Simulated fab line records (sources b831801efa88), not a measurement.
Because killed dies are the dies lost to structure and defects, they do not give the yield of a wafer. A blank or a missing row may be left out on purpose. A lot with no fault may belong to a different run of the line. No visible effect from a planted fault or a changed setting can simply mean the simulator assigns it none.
Struck lot and sound lot, side by side ; flow sky130 ; 15 out of 708 route steps
Sound: these wafers, L549.1, L549.3, L549.5. Wafers struck: L538.2, L538.4, L538.6. The cause is given at the end.
Each step with rows lists, per side, the tool, then ch with its chambers, then its first start. Under that, the readings that differ: sound wafers ; struck wafers ; difference of the means ; sigmas: that difference in standard deviations of wafers without a fault.
alike: readings whose means differ by less than 2 such deviations, and words and numbers that are the same on both sides. not compared: withheld readings, readings that some wafer has no value for, bounds like >300 that may hide the same value, and numbers for which the record gives no deviation and whose values overlap.
A row with sigmas, a row that says differs or no value, or rows on one side alone: a step with any of these is where the two part. When numbers do not overlap yet have no deviation, they are printed without sigmas and do not part them. Lack of a reading on every wafer of one side parts them only where that side has two or more wafers.

SKY_CONTACT_ETCH_17: etches SiO2 in C4F8/O2/Ar, stops on Si3N4, target depth 340 nm.
  sound on rie-diel-04 ch 0,2,3, day 36 22:57; struck on rie-diel-02 ch 0,1,3, day 33 15:28
reading;sound;struck;difference;sigmas
oes-product-au (a.u.);0.885 0.890 0.879;0.892 0.898 0.898;+0.011;+2
SKY_CONTACT_ETCH_18: etches Si3N4 in CHF3/O2, stops on TiN, time 39 s, target depth 75 nm.
  sound: rie-diel-04 ch 0,2,3; struck: rie-diel-02 ch 0,1,3
  alike: drypump-motor-current-A, oes-product-au, throttle-valve-pct
  not compared: rf-hours-counter-h
SKY_CONTACT_STRIP_19: strips in O2/N2.
  sound on plasma-asher-02 ch 1, day 36 23:02; struck on plasma-asher-02 ch 0,1, day 33 15:33
  alike: drypump-motor-current-A, oes-product-au, strip-time-to-endpoint-s
  not compared: rf-hours-counter-h
then, 3 steps without rows for these wafers: SKY_CONTACT_STRIP_20 (strips in post etch residue remover, time 1200 s); SKY_CONTACT_CLEAN_21 (cleans in IPA, time 180 s); SKY_CONTACT_CLEAN_22 (cleans in O3/DIW).
SKY_CONTACT_SPUTTER_23: material TiN, target thk 20 nm, time 80 s.
  sound: pvd-sputter-03 at day 36 23:41; struck: pvd-sputter-02 at day 33 16:11
  alike: throttle-valve-pct
then, 1 step without rows for these wafers: SKY_CONTACT_CVD_24 (deposits W, target thk 340 nm, time 102.12 s).
SKY_CONTACT_RS_MEAS_25: uses a four-point probe to measure.
  sound: film-metro-01 at day 36 23:51; struck: film-metro-01 at day 33 16:22
  alike: CONTACT_W_RS
SKY_CONTACT_THK_MEAS_26: measures by xrf.
  sound: film-metro-01 at day 36 23:58; struck: film-metro-01 at day 33 16:29
  alike: CONTACT_W_THK
then, 1 step without rows for these wafers: SKY_CONTACT_CMP_27 (polishes, stops on SiO2, t overpolish 15 s, target thk 0 nm).
SKY_METAL1_SPUTTER_00: material Ti, target thk 15 nm, time 10 s.
  sound: pvd-sputter-02 at day 37 00:20; struck: pvd-sputter-01 at day 33 16:50
  alike: throttle-valve-pct
SKY_METAL1_SPUTTER_01: material TiN, target thk 20 nm, time 16.7 s.
  sound: pvd-sputter-02 at day 37 00:21; struck: pvd-sputter-01 at day 33 16:51
reading;sound;struck;difference;sigmas
model.TiN_of_METAL1_SPUTTER_01.thk-nm (nm);20.09 20.31 19.98;15.65 15.28 15.3;-4.72;
  alike: throttle-valve-pct
then, 1 step without rows for these wafers: SKY_METAL1_SPUTTER_02 (material AlCu, target thk 250 nm, time 13.3 s).
-- the record jumps here: 14 days lie between the struck wafers' starts before and after (it left off in module METAL1 and takes up again in module PAD_OPEN, whose first step shown is number 708 of the route) --
SKY_PAD_OPEN_PROBE_99:
  sound: prober-01 at day 49 19:49; struck: prober-02 at day 47 09:50
reading;sound;struck;difference;sigmas
model.etest.tip-n.rs-ohm-sq;440.4 439.5 440.9;383.5 386.9 389.5;-53.6;
model.etest.nfet_01v8_lvt.drive-ua-um;591.4 589.6 589.8;607 619.8 596.9;+18;
model.etest.nfet_01v8_turned.drive-ua-um;521 520.8 520.9;529.9 552.8 527.4;+15.8;
model.etest.res-ndiff.rs-ohm-sq;121.2 121.7 120.9;116 118.1 116.7;-4;
  alike: killed_at_M0_to_M3, killed_at_M4_up, killed-at-contacts, killed-at-front-end, killed-at-other, killed-dies, killed-open, killed-short
  not compared: model.etest.nfet_01v8.drive-ua-um, model.etest.sram-nfet-pass.drive-ua-um, model.etest.nfet_01v8_swapped.drive-ua-um, model.etest.nfet_01v8.r-on-ohm-um

## WHERE THEY PART
Within this record, at SKY_CONTACT_ETCH_17 only. Later steps at which nothing parts them and some readings are alike: SKY_CONTACT_ETCH_18, SKY_CONTACT_STRIP_19, SKY_CONTACT_SPUTTER_23, SKY_CONTACT_RS_MEAS_25, SKY_CONTACT_THK_MEAS_26, SKY_METAL1_SPUTTER_00, SKY_METAL1_SPUTTER_01, SKY_PAD_OPEN_PROBE_99.

WHY: whatever the simulator had introduced
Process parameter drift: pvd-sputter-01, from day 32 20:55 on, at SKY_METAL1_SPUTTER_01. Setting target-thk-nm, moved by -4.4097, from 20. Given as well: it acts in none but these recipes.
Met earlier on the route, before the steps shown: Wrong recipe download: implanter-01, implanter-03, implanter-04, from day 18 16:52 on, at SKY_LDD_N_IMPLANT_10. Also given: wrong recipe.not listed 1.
